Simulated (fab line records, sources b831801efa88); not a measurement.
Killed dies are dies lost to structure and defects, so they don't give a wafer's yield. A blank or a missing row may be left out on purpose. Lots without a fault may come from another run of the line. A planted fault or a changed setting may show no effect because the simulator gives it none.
Chamber matching | flow sky130 | SKY_CAP2M_CVD_00 on pecvd-02: 3 sister chambers
The step deposits SiO2, target thk 15.5 nm. 6 wafers are shown with their chamber, then 8 later ones without.

WAFERS WITH THEIR CHAMBER
wafer  | chamber | heater_power_w (W)
L082.2 | 0       | 689
L085.1 | 0       | 749
L088.3 | 1       | 625
L088.5 | 2       | 720
L088.6 | 1       | 622
L089.2 | 2       | 676

WAFERS WITHOUT THEIR CHAMBER
wafer  | heater_power_w (W)
L089.3 | 700
L089.6 | 702
L091.1 | 670
L091.2 | 705
L091.5 | 708
L094.1 | 629
L094.2 | 739
L094.3 | 635

WHICH CHAMBER EACH WENT THROUGH
wafer  | from the rows above          | in truth
L089.3 | can't be placed: 2 or 0      | 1
L089.6 | can't be placed: 2 or 0      | 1
L091.1 | can't be placed: 2 or 1 or 0 | 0
L091.2 | can't be placed: 2 or 0      | 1
L091.5 | can't be placed: 2 or 0      | 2
L094.1 | 1                            | 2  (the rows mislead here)
L094.2 | can't be placed: 0 or 2      | 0
L094.3 | can't be placed: 1 or 2      | 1
Placed correctly: 0 of 8. Can't be placed from these rows: 7 (the true chamber is among the candidates in 4). Placed wrongly: 1.
How it was worked out, from the rows above alone: a wafer's distance from a chamber is the root of the sum, over the readings, of the square of ((its reading less the chamber's mean) divided by the reading's scatter). The wafer belongs to the nearest chamber; if the next one is less than 2 further off, it can't be placed. A chamber's mean is the mean of its shown wafers. The scatter: the root of (the sum of the squares of (reading less its chamber's mean) over the shown wafers, divided by (wafers less chambers)).
